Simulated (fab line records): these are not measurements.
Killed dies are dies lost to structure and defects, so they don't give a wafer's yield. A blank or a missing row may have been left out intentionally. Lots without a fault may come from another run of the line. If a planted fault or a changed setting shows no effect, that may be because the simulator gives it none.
Which tool did it? | flow sfq-line | 14 lots with 42 wafers sampled at 3 steps, on a route of 325 steps

== WHAT EACH GAUGE READ, for each wafer ==
SFQ_I0_BOW_MEAS_907. Usual: I0_BOW 1 um, standard deviation 6.8.
lot  | measured     | on            | I0_BOW (um) | flag
L749 | day 14 03:03 | film-metro-01 | -8 -6 -13   |
L750 | day 14 14:00 | film-metro-01 | -7 -7 8     |
L751 | day 15 00:47 | film-metro-04 | 5 1 -6      |
L752 | day 15 02:01 | film-metro-01 | -8 6 -3     |
L753 | day 15 03:47 | film-metro-02 | 0 -4 -8     |
L756 | day 15 09:49 | film-metro-02 | 0 10 6      |
L759 | day 15 15:47 | film-metro-02 | -7 10 0     |
L765 | day 18 20:31 | film-metro-01 | -1 3 2      |
L766 | day 19 12:11 | film-metro-01 | 3 -2 -7     |
L767 | day 19 14:31 | film-metro-02 | 3 2 1       |
L768 | day 20 00:08 | film-metro-01 | -18 -14 -14 |
L770 | day 20 22:56 | film-metro-02 | -6 -5 0     |
L771 | day 21 20:40 | film-metro-01 | 0 7 -8      |
L772 | day 22 03:55 | film-metro-04 | 0 -5 5      |

SFQ_M3_OVL_MEAS_921. Usual: M3_OVL -1 nm, standard deviation 5.4.
lot  | measured     | on         | M3_OVL (nm) | flag
L749 | day 39 05:05 | overlay-01 | 3 -2 4      |
L750 | day 39 15:54 | overlay-01 | -6 -4 -8    |
L751 | day 39 19:29 | overlay-01 | 0 1 5       |
L752 | day 39 21:55 | overlay-01 | 2 0 5       |
L753 | day 40 00:17 | overlay-01 | -12 -12 -10 |
L756 | day 40 08:43 | overlay-02 | 2 4 6       |
L759 | day 42 06:16 | overlay-02 | 5 5 6       |
L765 | day 44 07:28 | overlay-01 | -6 0 -4     |
L766 | day 44 17:04 | overlay-02 | -8 1 -3     |
L767 | day 44 18:16 | overlay-02 | -6 -2 2     |
L768 | day 44 23:04 | overlay-01 | 6 9 4       |
L770 | day 45 19:26 | overlay-01 | -5 4 4      |
L771 | day 47 01:23 | overlay-01 | -8 -10 1    |
L772 | day 47 08:35 | overlay-01 | -6 1 -8     |

== TOOL THAT RAN EACH LOT (tool first, then ch and the chambers of the sampled wafers, then the start) ==
lot  | SFQ_TRILAYER_M1_STRIP_STRIP_043
L749 | rie-metal-04 ch 0,1, day 26 04:24
L750 | rie-metal-04 ch 0,1, day 26 11:48
L751 | rie-metal-02 ch 0,1, day 26 20:00
L752 | rie-metal-01 ch 0,1, day 26 22:44
L753 | rie-metal-02 ch 0,1, day 27 00:56
L756 | rie-metal-04 ch 0,1, day 27 13:08
L759 | rie-metal-04 ch 0,1, day 28 05:44
L765 | rie-metal-04 ch 0,1, day 31 08:21
L766 | rie-metal-04 ch 0, day 31 17:53
L767 | rie-metal-04 ch 0,1, day 31 21:29
L768 | rie-metal-04 ch 0,1, day 32 02:17
L770 | rie-metal-04 ch 0,1, day 32 22:41
L771 | rie-metal-01 ch 0,1, day 33 20:12
L772 | rie-metal-02 ch 1, day 34 11:07
- SFQ_TRILAYER_M1_STRIP_STRIP_043: strips in O2.

== WHAT THE TOOLS THEMSELVES READ (means of the sampled wafers that have a number; where no wafer has one, the mark that the record gives instead) ==
SFQ_TRILAYER_M1_STRIP_STRIP_043. Usual: chamber-pressure-mTorr 50.01 mTorr, standard deviation 0.046; drypump-motor-current-A 6.0 A, standard deviation 0.49; oes-product-au 1.006 a.u., standard deviation 0.0098.
lot  | tool         | chamber-pressure-mTorr (mTorr) | drypump-motor-current-A (A) | oes-product-au (a.u.) | flag
L749 | rie-metal-04 | 50.02                          | 6.2                         | 1.009                 |
L750 | rie-metal-04 | 50.00                          | 6.2                         | 1.018                 |
L751 | rie-metal-02 | 50.03                          | 5.5                         | 1.000                 |
L752 | rie-metal-01 | 49.99                          | 5.8                         | 1.006                 |
L753 | rie-metal-02 | 50.02                          | 5.9                         | 0.995                 |
L756 | rie-metal-04 | 50.01                          | 6.2                         | 1.005                 |
L759 | rie-metal-04 | 49.99                          | 6.2                         | 1.012                 |
L765 | rie-metal-04 | 50.01                          | 6.2                         | 1.012                 |
L766 | rie-metal-04 | 50.01                          | 6.2                         | 1.007                 |
L767 | rie-metal-04 | 50.01                          | 6.2                         | 1.009                 |
L768 | rie-metal-04 | 49.98                          | 6.2                         | 1.003                 |
L770 | rie-metal-04 | 49.98                          | 6.2                         | 1.006                 |
L771 | rie-metal-01 | 50.00                          | 6.2                         | 0.993                 |
L772 | rie-metal-02 | 50.01                          | 5.1                         | 1.011                 |

== THE ANSWER, worked out from the rows above alone ==
Rule: a lot counts as off when the mean over its wafers that have a number is more than 3 standard deviations away from the usual mean. Also off: a lot with no number at a reading for which 4 or more lots have one. All remaining lots with rows at the step are treated as sound. After the gauges, taken in route order, come the tools' own readings; for these a lot's mean is taken, as printed above. At the first step where some lot is off, the reading lying furthest off is the one used; lots without a number count as furthest.
No lot is off at any reading shown: from this, nothing can be told.

== WHAT HAD BEEN PUT IN BY THE SIMULATOR ==
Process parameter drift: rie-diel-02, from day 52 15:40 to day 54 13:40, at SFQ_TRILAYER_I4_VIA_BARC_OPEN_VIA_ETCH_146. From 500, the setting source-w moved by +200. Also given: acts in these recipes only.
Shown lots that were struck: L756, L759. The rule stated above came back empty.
